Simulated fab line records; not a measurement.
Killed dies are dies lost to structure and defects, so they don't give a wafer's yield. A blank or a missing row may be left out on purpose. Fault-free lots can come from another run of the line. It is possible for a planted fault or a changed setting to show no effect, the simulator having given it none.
fab line records | flow sky130
record lots=6 | wafers=18 | last_day=50
route steps=708 shown VT_ADJUST_NCORE@121 VT_ADJUST_HVTR@131 PAD_OPEN@708
lots that met no fault: from a run of the same line without faults
start_h: start of the lot's first displayed wafer, in hours after the record's first day | wait_h: time in hours since the lot's previous step | " repeats the value in the row above | L1.1+2: several wafers, shown together as one row | - value missing, or start not given | * or withheld: withheld | < > ~ a bound
route shown NAME@n: names a module that has steps shown in the file, with the first one's number in the route | usual: mean/standard deviation of fault-free wafers | same: alike in all rows | chamber/n: place in a boat | sites: per-site readings | _std_site: their standard deviation | _edge_site: mean of outer sites minus mean of inner sites | radius_mm: how far each site lies from the wafer's centre | mask NAME#n: copy n | behind: the tool/chamber that last shaped the wafer | hold: why the lot was held/for how many hours/how that ended | device: which transistor (n, p or np) failed to switch | end of line: the route-end tests of the same wafers | a step without rows: its recipe alone | killed: not the wafer's yield, but the dies lost to structure and defects at the first sort | map: a wafer's dies, marking killed ones x, the rest . and places with no die _
set.NAME: setting as actually run; set.NAME@STEP: the setting as run at that earlier step | model.NAME: the simulator's own value behind a step, which no gauge read
lots at selected steps of the route; one table per step, one row per wafer
services: from which hour (start_h, from the record's first day; less than 0 if before it) a tool's chamber was out of use, for how many hours, and why
## steps
# step SKY_VT_ADJUST_NCORE_COAT_02
# recipe resist=NOVOLAK | spin_rpm=3000 | resist_thk_nm=1140
# step SKY_VT_ADJUST_NCORE_SOFTBAKE_03
# recipe temp_c=90 | time_s=60 | resist=NOVOLAK
# step SKY_VT_ADJUST_NCORE_EXPOSE_04
# recipe mask_id=LVTN_COMPLEMENT_THIN | na=0.6 | source_shape=conventional | sigma_outer=0.6 | polarization=unpolarized | target_cd_nm=380 | dose_mj=139
# step SKY_VT_ADJUST_NCORE_PEB_05
# recipe temp_c=withheld | time_s=* | resist=NOVOLAK
# step SKY_VT_ADJUST_NCORE_DEVELOP_06
# recipe resist=NOVOLAK | developer=TMAH | develop_time_s=60 | dev_temp_c=23
# step SKY_VT_ADJUST_NCORE_CD_MEAS_07
# recipe target_cd_nm=380
# usual cd_nm=380.6/2.2
lot.wafer | tool      | chamber | start_h | wait_h | cd_nm
L971.3    | cd_sem-01 | -       | 223.40  | 0.1    | 382.4
L971.4    | "         | -       | "       | "      | 382.4
L971.5    | "         | -       | "       | "      | 384.7
L975.1    | cd_sem-02 | -       | 246.16  | 0.1    | 377.9
L975.4    | "         | -       | "       | "      | 378.1
L975.6    | "         | -       | "       | "      | 378.7
L979.2    | cd_sem-02 | -       | 271.16  | 0.1    | 381.5
L979.3    | "         | -       | "       | "      | 380.3
L979.6    | "         | -       | "       | "      | 382.6
L985.2    | cd_sem-02 | -       | 322.46  | 0.1    | 384.1
L985.3    | "         | -       | "       | "      | 381.6
L985.6    | "         | -       | "       | "      | 383.2
L987.2    | cd_sem-02 | -       | 340.63  | 0.1    | 380.7
L987.3    | "         | -       | "       | "      | 378.9
L987.6    | "         | -       | "       | "      | 379.1
L988.1    | cd_sem-01 | -       | 342.29  | 0.1    | 379.6
L988.3    | "         | -       | "       | "      | 379.6
L988.4    | "         | -       | "       | "      | 381.0
# step SKY_VT_ADJUST_NCORE_OVL_MEAS_08
# usual VT_ADJUST_NCORE_OVL=-0.3/1.3
lot.wafer | tool       | chamber | start_h | wait_h | VT_ADJUST_NCORE_OVL[nm]
L971.3    | overlay-02 | -       | 223.50  | 0.1    | -0.5
L971.4    | "          | -       | "       | "      | 0.5
L971.5    | "          | -       | "       | "      | 0.6
L975.1    | overlay-01 | -       | 246.28  | 0.1    | 1.5
L975.4    | "          | -       | "       | "      | 1.7
L975.6    | "          | -       | "       | "      | 1.2
L979.2    | overlay-02 | -       | 271.27  | 0.1    | 0.1
L979.3    | "          | -       | "       | "      | -0.2
L979.6    | "          | -       | "       | "      | -0.3
L985.2    | overlay-01 | -       | 322.57  | 0.1    | 1.0
L985.3    | "          | -       | "       | "      | -0.9
L985.6    | "          | -       | "       | "      | 1.9
L987.2    | overlay-01 | -       | 340.74  | 0.1    | 1.5
L987.3    | "          | -       | "       | "      | 3.1
L987.6    | "          | -       | "       | "      | 1.5
L988.1    | overlay-01 | -       | 342.41  | 0.1    | -0.1
L988.3    | "          | -       | "       | "      | -2.0
L988.4    | "          | -       | "       | "      | 0.1
# step SKY_VT_ADJUST_NCORE_IMPLANT_09
# recipe species=B | energy_kev=10 | dose_cm2=2.4e+12 | tilt_deg=withheld
# step SKY_VT_ADJUST_NCORE_STRIP_10
# recipe chemistry=O2/N2 | power_w=1400 | pressure_mtorr=1500 | platen_temp_c=withheld | o2_flow_sccm=3000 | n2_flow_sccm=300 | overash_fraction=0.5
# usual drypump_motor_current_A=5.3/0.44 | oes_product_au=0.715/0.0045 | strip_time_to_endpoint_s=14.19/0.04
lot.wafer | tool            | chamber | start_h | wait_h | drypump_motor_current_A | oes_product_au | rf_hours_counter_h | strip_time_to_endpoint_s
L971.3    | plasma_asher-04 | 1       | 223.70  | 0.1    | 5.8                     | 0.713          | -                  | 14.17
L971.4    | "               | 0       | "       | "      | 4.7                     | 0.720          | -                  | 14.14
L971.5    | "               | 0       | "       | "      | 4.7                     | 0.713          | -                  | 14.19
L975.1    | plasma_asher-04 | 1       | 246.47  | 0.1    | 5.8                     | 0.717          | 54                 | 14.16
L975.4    | "               | 1       | "       | "      | 5.8                     | 0.711          | -                  | 14.20
L975.6    | "               | 1       | "       | "      | 5.8                     | 0.716          | -                  | 14.19
L979.2    | plasma_asher-01 | 1       | 271.45  | 0.1    | 5.0                     | 0.717          | 47                 | 14.20
L979.3    | "               | 1       | "       | "      | 5.0                     | 0.717          | -                  | 14.16
L979.6    | "               | 1       | "       | "      | 5.0                     | 0.716          | -                  | 14.21
L985.2    | plasma_asher-04 | 1       | 322.75  | 0.1    | 5.8                     | 0.719          | 64                 | 14.19
L985.3    | "               | 1       | "       | "      | 5.8                     | 0.711          | -                  | 14.18
L985.6    | "               | 1       | "       | "      | 5.8                     | 0.729          | -                  | 14.20
L987.2    | plasma_asher-01 | 0       | 340.92  | 0.1    | 5.7                     | 0.715          | 55                 | 14.19
L987.3    | "               | 1       | "       | "      | 5.0                     | 0.715          | -                  | 14.19
L987.6    | "               | 0       | "       | "      | 5.7                     | 0.709          | -                  | 14.19
L988.1    | plasma_asher-04 | 1       | 342.60  | 0.1    | 5.8                     | 0.718          | 66                 | 14.21
L988.3    | "               | 0       | "       | "      | 4.7                     | 0.714          | -                  | 14.21
L988.4    | "               | 1       | "       | "      | 5.8                     | 0.708          | -                  | 14.19
# step SKY_VT_ADJUST_NCORE_TW_MEAS_11
# usual VT_ADJUST_NCORE_TW=219.4/2.4
lot.wafer | tool          | chamber | start_h | wait_h | VT_ADJUST_NCORE_TW
L971.3    | film_metro-04 | -       | 223.79  | 0.1    | 216.6
L971.4    | "             | -       | "       | "      | 215.8
L971.5    | "             | -       | "       | "      | 217.5
L975.1    | film_metro-03 | -       | 246.57  | 0.1    | 218.3
L975.4    | "             | -       | "       | "      | 219.5
L975.6    | "             | -       | "       | "      | 219.8
L979.2    | film_metro-04 | -       | 271.56  | 0.1    | 218.0
L979.3    | "             | -       | "       | "      | 218.3
L979.6    | "             | -       | "       | "      | 218.2
L985.2    | film_metro-03 | -       | 322.86  | 0.1    | 218.4
L985.3    | "             | -       | "       | "      | 217.3
L985.6    | "             | -       | "       | "      | 216.8
L987.2    | film_metro-01 | -       | 341.03  | 0.1    | 223.4
L987.3    | "             | -       | "       | "      | 224.4
L987.6    | "             | -       | "       | "      | 225.1
L988.1    | film_metro-03 | -       | 342.70  | 0.1    | 217.8
L988.3    | "             | -       | "       | "      | 219.3
L988.4    | "             | -       | "       | "      | 218.6
# step SKY_VT_ADJUST_HVTR_DEHYDRATE_00
# recipe temp_c=200 | time_s=60
# step SKY_VT_ADJUST_HVTR_HMDS_01
# recipe prime_time_s=60 | prime_temp_c=120
# step SKY_VT_ADJUST_HVTR_COAT_02
# recipe resist=NOVOLAK | spin_rpm=3000 | resist_thk_nm=1140
# usual spin_speed_rpm=3000.1/2
lot.wafer | tool           | chamber | start_h | wait_h | spin_speed_rpm | model.NOVOLAK_of_VT_ADJUST_HVTR_COAT_02.thk_nm
L971.3    | litho_track-01 | 0       | 234.50  | 0.1    | 2999.0         | 1138
L971.4    | "              | 0       | "       | "      | 2999.5         | 1140
L971.5    | "              | 0       | "       | "      | 3001.0         | 1138
L975.1    | litho_track-02 | 0       | 258.17  | 0.1    | 3000.8         | 1136
L975.4    | "              | 0       | "       | "      | 2996.7         | 1144
L975.6    | "              | 0       | "       | "      | 3002.0         | 1139
L979.2    | litho_track-02 | 0       | 283.85  | 0.1    | 2999.8         | 1139
L979.3    | "              | 0       | "       | "      | 3001.6         | 1141
L979.6    | "              | 0       | "       | "      | 2998.3         | 1140
L985.2    | litho_track-01 | 0       | 335.37  | 0.1    | 3622.3         | 1040
L985.3    | "              | 0       | "       | "      | 3620.5         | 1043
L985.6    | "              | 0       | "       | "      | 3622.9         | 1040
L987.2    | litho_track-01 | 0       | 353.37  | 0.1    | 3622.5         | 1037
L987.3    | "              | 0       | "       | "      | 3622.2         | 1038
L987.6    | "              | 0       | "       | "      | 3623.4         | 1038
L988.1    | litho_track-02 | 0       | 355.42  | 0.1    | 3000.0         | 1138
L988.3    | "              | 0       | "       | "      | 3001.9         | 1135
L988.4    | "              | 0       | "       | "      | 3003.9         | 1141
# step SKY_VT_ADJUST_HVTR_SOFTBAKE_03
# recipe temp_c=90 | time_s=60 | resist=NOVOLAK
# step SKY_VT_ADJUST_HVTR_EXPOSE_04
# recipe mask_id=HVTRM | target_cd_nm=380 | na=0.6 | source_shape=conventional | sigma_outer=0.6 | dose_mj=150
# step SKY_VT_ADJUST_HVTR_PEB_05
# recipe temp_c=withheld | time_s=* | resist=NOVOLAK
# step SKY_VT_ADJUST_HVTR_DEVELOP_06
# recipe develop_time_s=60 | dev_temp_c=23
lot.wafer | tool           | chamber | start_h | wait_h | model.NOVOLAK_of_VT_ADJUST_HVTR_COAT_02.thk_nm
L971.3+5  | litho_track-03 | 0       | 245.76  | 0.1    | 1138
L971.4    | "              | 0       | "       | "      | 1140
L975.1    | litho_track-01 | 0       | 270.55  | 0.1    | 1136
L975.4    | "              | 0       | "       | "      | 1144
L975.6    | "              | 0       | "       | "      | 1138
L979.2    | litho_track-03 | 0       | 296.09  | 0.1    | 1138
L979.3    | "              | 0       | "       | "      | 1141
L979.6    | "              | 0       | "       | "      | 1140
L985.2+6  | litho_track-02 | 0       | 349.20  | 0.1    | 1040
L985.3    | "              | 0       | "       | "      | 1043
L987.2    | litho_track-03 | 0       | 367.59  | 0.1    | 1036
L987.3    | "              | 0       | "       | "      | 1038
L987.6    | "              | 0       | "       | "      | 1037
L988.1    | litho_track-03 | 0       | 369.66  | 0.1    | 1138
L988.3    | "              | 0       | "       | "      | 1135
L988.4    | "              | 0       | "       | "      | 1140
# step SKY_VT_ADJUST_HVTR_CD_MEAS_07
# recipe target_cd_nm=380
# usual cd_nm=379.2/2.8
lot.wafer | tool      | chamber | start_h | wait_h | cd_nm
L971.3    | cd_sem-02 | -       | 245.90  | 0.1    | 378.6
L971.4    | "         | -       | "       | "      | 378.4
L971.5    | "         | -       | "       | "      | 378.3
L975.1    | cd_sem-02 | -       | 270.70  | 0.1    | 378.1
L975.4    | "         | -       | "       | "      | 375.8
L975.6    | "         | -       | "       | "      | 376.2
L979.2    | cd_sem-02 | -       | 296.23  | 0.1    | 383.2
L979.3    | "         | -       | "       | "      | 379.6
L979.6    | "         | -       | "       | "      | 381.7
L985.2    | cd_sem-02 | -       | 349.34  | 0.1    | 389.7
L985.3    | "         | -       | "       | "      | 388.8
L985.6    | "         | -       | "       | "      | 388.9
L987.2    | cd_sem-01 | -       | 367.73  | 0.1    | 389.3
L987.3    | "         | -       | "       | "      | 390.2
L987.6    | "         | -       | "       | "      | 388.8
L988.1    | cd_sem-02 | -       | 369.81  | 0.1    | 381.2
L988.3    | "         | -       | "       | "      | 379.3
L988.4    | "         | -       | "       | "      | 382.6
# step SKY_VT_ADJUST_HVTR_OVL_MEAS_08
# usual VT_ADJUST_HVTR_OVL=0.3/1.3
lot.wafer | tool       | chamber | start_h | wait_h | VT_ADJUST_HVTR_OVL[nm]
L971.3    | overlay-01 | -       | 246.00  | 0.1    | -0.2
L971.4    | "          | -       | "       | "      | -0.8
L971.5    | "          | -       | "       | "      | 0.4
L975.1    | overlay-02 | -       | 270.82  | 0.1    | -0.1
L975.4    | "          | -       | "       | "      | -0.6
L975.6    | "          | -       | "       | "      | -0.2
L979.2    | overlay-01 | -       | 296.34  | 0.1    | 1.0
L979.3    | "          | -       | "       | "      | 1.7
L979.6    | "          | -       | "       | "      | 0.2
L985.2    | overlay-02 | -       | 349.45  | 0.1    | -1.6
L985.3    | "          | -       | "       | "      | -0.9
L985.6    | "          | -       | "       | "      | -0.6
L987.2    | overlay-01 | -       | 367.84  | 0.1    | -0.4
L987.3    | "          | -       | "       | "      | -0.4
L987.6    | "          | -       | "       | "      | -0.2
L988.1    | overlay-02 | -       | 369.93  | 0.1    | -0.3
L988.3    | "          | -       | "       | "      | 1.7
L988.4    | "          | -       | "       | "      | 2.3
# step SKY_VT_ADJUST_HVTR_IMPLANT_09
# recipe species=B | energy_kev=10 | dose_cm2=2.1e+12 | tilt_deg=withheld
# step SKY_VT_ADJUST_HVTR_STRIP_10
# recipe chemistry=O2/N2 | power_w=1400 | pressure_mtorr=1500 | platen_temp_c=withheld | o2_flow_sccm=3000 | n2_flow_sccm=300 | overash_fraction=0.5
# usual drypump_motor_current_A=5.7/0.59 | oes_product_au=0.715/0.0048 | strip_time_to_endpoint_s=14.17/0.036
lot.wafer | tool            | chamber | start_h | wait_h | drypump_motor_current_A | oes_product_au | rf_hours_counter_h | strip_time_to_endpoint_s
L971.3    | plasma_asher-02 | 0       | 246.20  | 0.1    | 6.4                     | 0.718          | -                  | 14.15
L971.4    | "               | 1       | "       | "      | 6.0                     | 0.725          | -                  | 14.20
L971.5    | "               | 1       | "       | "      | 6.0                     | 0.712          | -                  | 14.15
L975.1    | plasma_asher-04 | 1       | 271.01  | 0.1    | 5.8                     | 0.719          | 58                 | 14.14
L975.4    | "               | 1       | "       | "      | 5.8                     | 0.718          | -                  | 14.24
L975.6    | "               | 0       | "       | "      | 4.7                     | 0.705          | -                  | 14.17
L979.2    | plasma_asher-02 | 0       | 296.52  | 0.1    | 6.4                     | 0.710          | 19                 | 14.16
L979.3    | "               | 1       | "       | "      | 6.0                     | 0.709          | -                  | 14.19
L979.6    | "               | 1       | "       | "      | 6.0                     | 0.714          | -                  | 14.19
L985.2    | plasma_asher-04 | 1       | 349.63  | 0.1    | 5.8                     | 0.719          | 66                 | 13.04
L985.3    | "               | 1       | "       | "      | 5.8                     | 0.713          | -                  | 13.06
L985.6    | "               | 1       | "       | "      | 5.8                     | 0.723          | -                  | 13.02
L987.2    | plasma_asher-04 | 0       | 368.02  | 0.1    | 4.7                     | 0.719          | 68                 | 12.99
L987.3    | "               | 1       | "       | "      | 5.8                     | 0.719          | -                  | 13.01
L987.6    | "               | 0       | "       | "      | 4.7                     | 0.721          | -                  | 13.01
L988.1    | plasma_asher-02 | 0       | 370.12  | 0.1    | 6.4                     | 0.717          | 26                 | 14.15
L988.3    | "               | 0       | "       | "      | 6.4                     | 0.721          | -                  | 14.13
L988.4    | "               | 1       | "       | "      | 6.0                     | 0.716          | -                  | 14.19
# step SKY_VT_ADJUST_HVTR_TW_MEAS_11
# usual VT_ADJUST_HVTR_TW=210.9/2.3
lot.wafer | tool          | chamber | start_h | wait_h | VT_ADJUST_HVTR_TW
L971.3    | film_metro-01 | -       | 246.29  | 0.1    | 213.6
L971.4    | "             | -       | "       | "      | 216.2
L971.5    | "             | -       | "       | "      | 215.1
L975.1    | film_metro-03 | -       | 271.11  | 0.1    | 209.6
L975.4    | "             | -       | "       | "      | 210.1
L975.6    | "             | -       | "       | "      | 209.5
L979.2    | film_metro-02 | -       | 296.63  | 0.1    | 209.4
L979.3    | "             | -       | "       | "      | 208.6
L979.6    | "             | -       | "       | "      | 209.1
L985.2    | film_metro-01 | -       | 349.74  | 0.1    | 215.1
L985.3    | "             | -       | "       | "      | 215.3
L985.6    | "             | -       | "       | "      | 215.5
L987.2    | film_metro-03 | -       | 368.13  | 0.1    | 209.9
L987.3    | "             | -       | "       | "      | 208.7
L987.6    | "             | -       | "       | "      | 209.6
L988.1    | film_metro-02 | -       | 370.22  | 0.1    | 209.3
L988.3    | "             | -       | "       | "      | 209.3
L988.4    | "             | -       | "       | "      | 210.3
# step SKY_PAD_OPEN_PROBE_99
# usual killed_at_M0_to_M3=44/6.9 | killed_at_M4_up=3.0/1.5 | killed_at_contacts=24/5.2 | killed_at_front_end=15/4.1 | killed_at_other=0.4/0.62 | killed_dies=87/9.6 | killed_open=47/7 | killed_short=40/6.2
# same gross_dies=492 | killed_at_back_side=0
lot.wafer | tool      | chamber | start_h | wait_h | killed_at_M0_to_M3 | killed_at_M4_up | killed_at_contacts | killed_at_front_end | killed_at_other | killed_dies | killed_open | killed_short
L975.1    | prober-02 | -       | 1125.86 | 0.1    | 44                 | 3               | 31                 | 13                  | 0               | 91          | 48          | 43
L975.4    | prober-02 | -       | 1126.01 | 0.2    | 36                 | 4               | 39                 | 14                  | 1               | 94          | 56          | 38
L975.6    | prober-02 | -       | 1126.11 | 0.2    | 41                 | 3               | 32                 | 16                  | 0               | 92          | 64          | 28
# killed by level:class
L975.1 CONTACT:geometric_particle:open=9 CONTACT:geometric_particle:short=8 VIA1:geometric_particle:open=8 METAL1:geometric_particle:short=7 VIA2:geometric_particle:short=6 VIA3:geometric_particle:open=6 FIELD_ISO:geometric_particle:open=5 LI_CONTACT:geometric_particle:open=5
L975.4 CONTACT:geometric_particle:open=17 LI_CONTACT:geometric_particle:open=9 VIA3:geometric_particle:open=7 VIA1:geometric_particle:open=7 CONTACT:geometric_particle:short=5 VIA2:geometric_particle:short=5 VIA1:geometric_particle:short=4 FIELD_ISO:geometric_particle:open=4
L975.6 LI_CONTACT:geometric_particle:open=13 CONTACT:geometric_particle:open=11 VIA1:geometric_particle:open=11 VIA2:geometric_particle:open=10 VIA3:geometric_particle:open=6 METAL2:geometric_particle:short=5 FIELD_ISO:geometric_particle:short=4 FIELD_ISO:geometric_particle:open=3
## services
tool            | chamber | start_h | hours | kind
litho_track-03  | -       | 225.68  | -     | consumable_replace:filter
plasma_asher-02 | -       | 325.76  | 3.1   | repair
## key
first_sign step=SKY_VT_ADJUST_HVTR_COAT_02 | reading=spin_speed_rpm | direction=up | sigmas=99+ | usual=3000.1 | struck=3622.3
effect step=SKY_VT_ADJUST_HVTR_CD_MEAS_07 | reading=cd_nm | direction=up | sigmas=3.6 | usual=379.2 | struck=389.3
effect step=SKY_VT_ADJUST_HVTR_STRIP_10 | reading=strip_time_to_endpoint_s | direction=down | sigmas=32 | usual=* | struck=*
model_effect step=SKY_VT_ADJUST_HVTR_COAT_02 | value=NOVOLAK_of_VT_ADJUST_HVTR_COAT_02.thk_nm | without=1142 | struck=1039
model_effect step=SKY_VT_ADJUST_HVTR_DEVELOP_06 | value=NOVOLAK_of_VT_ADJUST_HVTR_COAT_02.thk_nm | without=1142 | struck=1039
met_at SKY_VT_ADJUST_HVTR_COAT_02
struck_wafers L985.2,L985.3,L985.6,L987.2,L987.3,L987.6
tester_left_out L985,L987
onset_between 234.50 335.37
fault kind=process_parameter_drift | tool=litho_track-01 | chamber=- | onset_h=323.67 | steps=SKY_VT_ADJUST_HVTR_COAT_02 | channel=spin_rpm | offset=623.32 | shape=step | end_h=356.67 | acts_in=these_recipes_only | stated=3000
# tester_left_out: of these lots the tester's yield and bins aren't shown, on N5 and GAA mostly nor the transistor test; their killed dies are dies lost to structure and defects alone, not to doping, threshold or leakage, so they don't give the yield
